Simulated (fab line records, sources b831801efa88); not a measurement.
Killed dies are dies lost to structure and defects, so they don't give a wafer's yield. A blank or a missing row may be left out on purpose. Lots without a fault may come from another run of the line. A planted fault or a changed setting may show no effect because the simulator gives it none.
One fault seen from 2 desks | flow gf180mcu | each desk has only its own numbers; what lay behind them comes last

THE TOOL OWNER'S DESK: implanter-04
The tool's own readings at GF_NWELL_IMPLANT_08: means of the sampled wafers that have a number, for each lot that ran on this tool. A lot is out of limits, marked OUT, if its mean lies more than 4 standard deviations from the usual mean; the brackets give that distance.
Columns: A = dose_ions_cm2 at GF_NWELL_IMPLANT_08, usual 1.5002e+13; B = faraday_current_uA at GF_NWELL_IMPLANT_08, usual 84.3
lot  | first seen here | A                            | B
L279 | day 3 06:28     | 1.5005e+13                   | 84.1
L286 | day 4 23:32     | 1.5007e+13                   | 84.0
L291 | day 6 01:44     | 1.4995e+13                   | 85.2
L292 | day 6 05:03     | 1.4993e+13                   | 84.6
L294 | day 6 16:47     | 1.5002e+13                   | 85.7
L301 | day 8 06:19     | 2.4696e+13 (+99 or more) OUT | 138.3 (+32) OUT
L302 | day 8 10:47     | 2.4676e+13 (+99 or more) OUT | 137.1 (+31) OUT
This desk's finding: out of limits on L301, L302; first on L301, day 8 06:19 (dose_ions_cm2 at GF_NWELL_IMPLANT_08). In limits: L279, L286, L291, L292, L294.

THE METROLOGY DESK
What the gauges read, lot by lot, whatever tool the lot ran on: means of the sampled wafers that have a number. A lot is out of limits, marked OUT, if its mean lies more than 4 standard deviations from the usual mean; the brackets give that distance.
Columns: A = NWELL_TW at GF_NWELL_TW_MEAS_11, usual 1569; B = NWELL_RS at GF_VT_IMPLANT_RS_MEAS_47, usual 486.0 ohm/sq; C = CONTACT_BOW at GF_CONTACT_BOW_MEAS_05, usual 66 um; D = V1_W_THK at GF_V1_THK_MEAS_25, usual 354 nm
lot  | first seen here | A              | B               | C  | D
L279 | day 3 06:52     | 1566           | 486.6           | 70 | 352
L280 | day 3 12:31     | 1573           | 485.4           | 63 | 353
L284 | day 4 15:20     | 1573           | 485.6           | 57 | 341
L283 | day 4 16:02     | 1567           | 487.1           | 63 | 354
L285 | day 4 18:11     | 1568           | 485.4           | 68 | 355
L286 | day 4 23:56     | 1572           | 485.9           | 56 | 357
L288 | day 5 12:32     | 1567           | 485.7           | 69 | 354
L291 | day 6 02:08     | 1571           | 486.3           | 57 | 355
L292 | day 6 05:26     | 1573           | 486.9           | 71 | 357
L294 | day 6 17:11     | 1563           | 484.6           | 71 | 353
L301 | day 8 06:42     | 1802 (+36) OUT | 379.2 (-89) OUT | 64 | 358
L302 | day 8 11:11     | 1799 (+35) OUT | 379.8 (-89) OUT | 66 | 358
This desk's finding: out of limits on L301, L302; first on L301, day 8 06:42 (NWELL_TW at GF_NWELL_TW_MEAS_11). In limits: L279, L280, L284, L283, L285, L286, L288, L291, L292, L294.

PUT TOGETHER
The tool owner's desk could have raised an alarm at day 8 06:19, on L301, L302.
The metrology desk could have raised an alarm at day 8 06:42, on L301, L302.
Of the lots named, all ran GF_NWELL_IMPLANT_08 on implanter-04.

WHAT THE SIMULATOR HAD PUT IN
Process parameter drift: implanter-04, from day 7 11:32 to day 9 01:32, at GF_NWELL_IMPLANT_08. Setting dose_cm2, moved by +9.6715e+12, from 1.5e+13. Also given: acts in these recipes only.
Lots struck among those shown: L301, L302.
Hours from the fault's start to each desk's first reading out of limits: the tool owner's desk, 19; the metrology desk, 19.
